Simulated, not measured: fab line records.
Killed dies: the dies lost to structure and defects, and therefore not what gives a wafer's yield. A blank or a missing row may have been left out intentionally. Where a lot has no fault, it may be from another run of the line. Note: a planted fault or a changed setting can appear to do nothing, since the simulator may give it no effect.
A lot that was struck, set against a sound lot -- flow sky130 -- 17 steps out of a route of 708
Sound: the wafers L863.3, L863.4, L863.6. Wafers L868.1, L868.2, L868.5 were the ones struck. The cause is given at the end.
Per side, at each step with rows, come the tool, then ch with its chambers, and then its first start. Under that, the readings that differ: sound wafers -- struck wafers -- difference of the means -- sigmas: that difference in standard deviations of wafers without a fault.
alike: same words and numbers on both sides, and readings whose means sit less than 2 such deviations apart. not compared: any withheld reading, any reading some wafer has no value for, any bound like >300 that may hide the same value, and any number with overlapping values for which the record gives no deviation.
A row with sigmas, a row that says differs or no value, or rows on one side alone: a step with any of these is where the two part. When numbers do not overlap yet have no deviation, they are printed without sigmas and do not part them. A reading that every wafer of one side lacks parts them only if that side has two wafers or more.

first, 2 steps without rows for these wafers: SKY_NWELL_IMPLANT_12; SKY_NWELL_IMPLANT_13.
SKY_NWELL_STRIP_14: strips in O2/N2.
  sound on plasmaAsher-03 ch 0,1, day 6 00:37; struck on plasmaAsher-01 ch 0,1, day 7 00:33
  alike: drypumpMotorCurrentA, n2FlowSccm, oesProductAu, stripTimeToEndpointS
  not compared: rfHoursCounterH
SKY_NWELL_TW_MEAS_15:
  struck on filmMetro-01, day 7 00:39; sound on filmMetro-01, day 6 00:41
  alike: NWELL_TW
then, 7 steps without rows for these wafers: SKY_NWELL_DEHYDRATE_16 (time 60 s); SKY_NWELL_HMDS_17 (prime time 60 s); SKY_NWELL_COAT_18 (resist thk 3000 nm); SKY_NWELL_SOFTBAKE_19; SKY_NWELL_EXPOSE_20 (exposes mask NWM COMPLEMENT, target cd 840 nm); SKY_NWELL_PEB_21; SKY_NWELL_DEVELOP_22 (develop time 60 s).
SKY_NWELL_OVL_MEAS_23:
  struck on overlay-01, day 7 19:59; sound on overlay-02, day 6 18:15
  alike: NWELL_01_OVL
SKY_NWELL_IMPLANT_24:
  sound on implanter-02 ch 0, day 6 18:19; struck on implanter-02 ch 0, day 7 20:20
  alike: beamEnergyKeV, faradayCurrentUA
SKY_NWELL_STRIP_25: strips in O2/N2.
  sound on plasmaAsher-01 ch 0,1, day 6 18:28; struck on plasmaAsher-04 ch 0,1, day 7 20:29
  alike: drypumpMotorCurrentA, n2FlowSccm, oesProductAu, stripTimeToEndpointS
  not compared: rfHoursCounterH
SKY_NWELL_TW_MEAS_26:
  struck on filmMetro-02, day 7 20:56; sound on filmMetro-01, day 6 18:32
reading,sound,struck,difference,sigmas
NWELL_2_TW,499 494 492,625 620 621,+127,+29
then, 1 step without rows for these wafers: SKY_NWELL_CLEAN_27 (cleans in SC1/SC2, time 150 s).
-- the record jumps here: 41 days lie between the struck wafers' starts before and after (it left off in module NWELL and takes up again in module PAD_OPEN, whose first step shown is number 708 of the route) --
SKY_PAD_OPEN_PROBE_99:
  struck on prober-02, day 49 02:07; sound on prober-01, day 47 00:30
reading,sound,struck,difference,sigmas
model.etest.pfet_16v.rOnOhmUm,1.544e+04 1.477e+04 1.508e+04,1.121e+04 1.103e+04 1.12e+04,-3.950e+03,
model.etest.resIsoPwell.rsOhmSq,3125 2789 2860,1678 1572 1655,-1290,
model.etest.resPwellUnderGate.rsOhmSq,2280 2286 2277,1421 1425 1423,-858,
model.etest.nfet_16v.rOnOhmUm,1.396e+04 1.387e+04 1.387e+04,1.472e+04 1.47e+04 1.451e+04,+7.433e+02,
model.etest.resIsoPwell.lineOhmUm,1180 1057 1079,622.7 578.3 608.1,-502.3,
model.etest.tip_n_5v.rsOhmSq,1393 1402 1384,1511 1522 1507,+120,
model.etest.resNwell.widthNm (nm),838.3 834 843.4,775.4 772.2 776.9,-63.7,
  alike: killed_at_M0_to_M3, killed_at_M4_up, killedAtContacts, killedAtFrontEnd, killedAtOther, killedDies, killedOpen, killedShort
  not compared: model.etest.resNwell.lineOhmUm

== WHERE THEY PART ==
Only at SKY_NWELL_TW_MEAS_26, within this record. Later steps at which nothing parts them and some readings are alike: SKY_PAD_OPEN_PROBE_99.

WHY: whatever the simulator had introduced
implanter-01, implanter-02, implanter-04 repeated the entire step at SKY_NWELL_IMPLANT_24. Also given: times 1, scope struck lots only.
